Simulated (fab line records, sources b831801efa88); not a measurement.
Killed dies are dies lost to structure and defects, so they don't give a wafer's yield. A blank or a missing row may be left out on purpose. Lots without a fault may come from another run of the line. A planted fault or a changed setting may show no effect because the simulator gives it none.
Which tool did it? | flow sky130 | 7 lots, 21 wafers sampled, at 1 step of a route of 708

WHAT THE GAUGES READ, wafer by wafer
SKY_SD_P_TW_MEAS_11.
lot  | measured     | on            | SD_P_TW
L987 | day 25 18:08 | film_metro-01 | 2829 2835 2847
L990 | day 26 19:51 | film_metro-02 | 2855 2869 2856
L993 | day 28 17:31 | film_metro-03 | 2776 2789 2800
L996 | day 28 19:43 | film_metro-02 | 2794 2822 2815
L101 | day 30 20:44 | film_metro-02 | 2795 2806 2818
L106 | day 32 06:50 | film_metro-01 | 2822 2844 2840
L109 | day 32 22:12 | film_metro-01 | 2852 2853 2846

WHICH TOOL RAN EACH LOT (tool, then ch and the chambers of the sampled wafers, then the start)
The record holds no process step before these readings.

THE ANSWER, worked out from the rows above alone
Rule: what is usual is taken from the lots themselves. Put in order of their means at a reading, lots are off if they are a third of the lots or fewer, leave a main group of 4 or more, and stand apart from it by a gap of 3 or more times the standard deviation of the main group's means; of several such gaps the widest counts. A main group whose means are all the same, to the digits that the tables above print for the reading, isn't used. A lot without any number at a reading at which 4 lots or more have one is off too. The other lots that the step has rows for count as sound.
No lot is off at any reading shown: from this, nothing can be told.

WHAT THE SIMULATOR HAD PUT IN
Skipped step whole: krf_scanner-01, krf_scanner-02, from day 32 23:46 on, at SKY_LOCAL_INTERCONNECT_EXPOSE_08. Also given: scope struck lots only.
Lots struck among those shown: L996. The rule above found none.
